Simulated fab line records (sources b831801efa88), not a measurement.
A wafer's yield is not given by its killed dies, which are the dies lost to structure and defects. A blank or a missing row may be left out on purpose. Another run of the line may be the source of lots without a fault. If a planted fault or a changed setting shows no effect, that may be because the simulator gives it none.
Code-filled problem report in 8D (eight disciplines) form	flow gf180mcu	the parts of the form that need people (team, actions taken, sign-off) are left out

1. PROBLEM STATEMENT
Wafers free of any fault read 0.1679 ohm/sq (standard deviation 0.0018) for MIM_ALCU_RS at GF_MIM_RS_MEAS_10, against a mean of 0.1277 ohm/sq on 6 wafers of 2 lots. That puts it -22 standard deviations away from the usual mean.
The step: measures by four-point-probe.
Earliest sighting: wafer L203.2 on filmMetro-02 at day 26 18:07. The record has a number at this step for 30 wafers belonging to 10 lots. By rule, "out" or "out of limits" means more than 4 standard deviations away from the usual mean. All remaining wafers that have a number are taken as sound.

2. WHAT THIS IS AND IS NOT
question	is	is not
which readings at this step	MIM_ALCU_RS	-
which lots	L203, L204	L199, L200, L201, L211, L213, L214, L217, L219
which wafers of those lots	all that have a number	-
read on which gauges	filmMetro-02, filmMetro-04	filmMetro-01
when	from day 26 18:07	up to then (9 sound wafers); but 15 sound wafers of L211, L213, L214, L217, L219 came after

3. THE SUSPECTS, EACH WITH WHAT RULES IT OUT
Counting: a tool at a process step up to the reading stays a suspect if it ran every lot that is out and no sound lot after the first of them.
- the gauge at GF_MIM_RS_MEAS_10 has been ruled out. Those wafers that are out were read across 2 gauges (filmMetro-02, filmMetro-04).
- pvdSputter-01 at GF_MIM_SPUTTER_08 (material AlCu, target thk 200 nm, time 10.15 s): ruled out as a lasting fault. After its first lot that is out, L203 (day 26 18:02), sound lots L219 ran on it.
Left after counting: nothing in the record.

4. THE CAUSE (what the simulator had put in)
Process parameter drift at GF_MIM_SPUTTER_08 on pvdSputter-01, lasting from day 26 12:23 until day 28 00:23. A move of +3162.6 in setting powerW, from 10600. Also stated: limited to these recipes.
The count ruled it out by mistake, since the rule takes a fault to strike every lot its tool runs from the start of the fault on, and this one did not do so.

5. SEQUENCE OF EFFECTS, ordered by route
Rows list readings where the struck wafers' mean (over those with a number) sits beyond 3 standard deviations from the usual. Readings are gone through only where the record gives a usual standard deviation; hours: the median, over the lots, of the time from a lot's start at the first step in this table giving one to that lot's start at this step; sigmas: the change measured in usual standard deviations.
hours	step	reading	usual	on struck wafers	change	sigmas
0	GF_MIM_SPUTTER_08	cathodeDcPowerW	10600 W	13763	+3163	+99 or more
0	GF_MIM_RS_MEAS_10	MIM_ALCU_RS	0.1679 ohm/sq	0.1277	-0.0402	-22
0	GF_MIM_THK_MEAS_11	MIM_ALCU_THK	193.4 nm	251.6	+58.2	+25
20	GF_MIM_METAL_ETCH_19	oesProductAu	0.924 a.u.	1.008	+0.084	+15
20	GF_MIM_METAL_ETCH_19	throttleValvePct	28.301 %	28.219	-0.082	-8.2
103	GF_PASSIVATION_PROBE_99	defectLimitedYield	90.4 %	0.1	-90.3	-65
103	GF_PASSIVATION_PROBE_99	killedAtOther	0.1	450.5	+450.4	+99 or more
103	GF_PASSIVATION_PROBE_99	killedDies	47	492	+444	+66
103	GF_PASSIVATION_PROBE_99	killedOnRim	9.4	96.0	+86.6	+30
103	GF_PASSIVATION_PROBE_99	sort_bin_3_pad_short	0.5 %	91.9	+91.4	+99 or more
103	GF_PASSIVATION_PROBE_99	sortNPass	445	0	-444	-66
103	GF_PASSIVATION_PROBE_99	sortYieldPct	90.4 %	0.1	-90.3	-65
Here are the process steps it includes:
- GF_MIM_SPUTTER_08: material AlCu, target thk 200 nm, time 10.15 s.
- GF_MIM_METAL_ETCH_19: etches the open film in Cl2/BCl3, stops on Si3N4, target depth 324.5 nm, time 54.1 s.
- GF_PASSIVATION_PROBE_99

6. WHAT WOULD HAVE CAUGHT IT SOONER
In this record the first reading out of limits at a measuring or inspecting step was taken at day 26 18:07, 6 hours after the fault began at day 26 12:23.
Tool's own readings at GF_MIM_SPUTTER_08, cathodeDcPowerW: out on all struck wafers the step has rows for; an alarm limit on them would have tripped on the first.
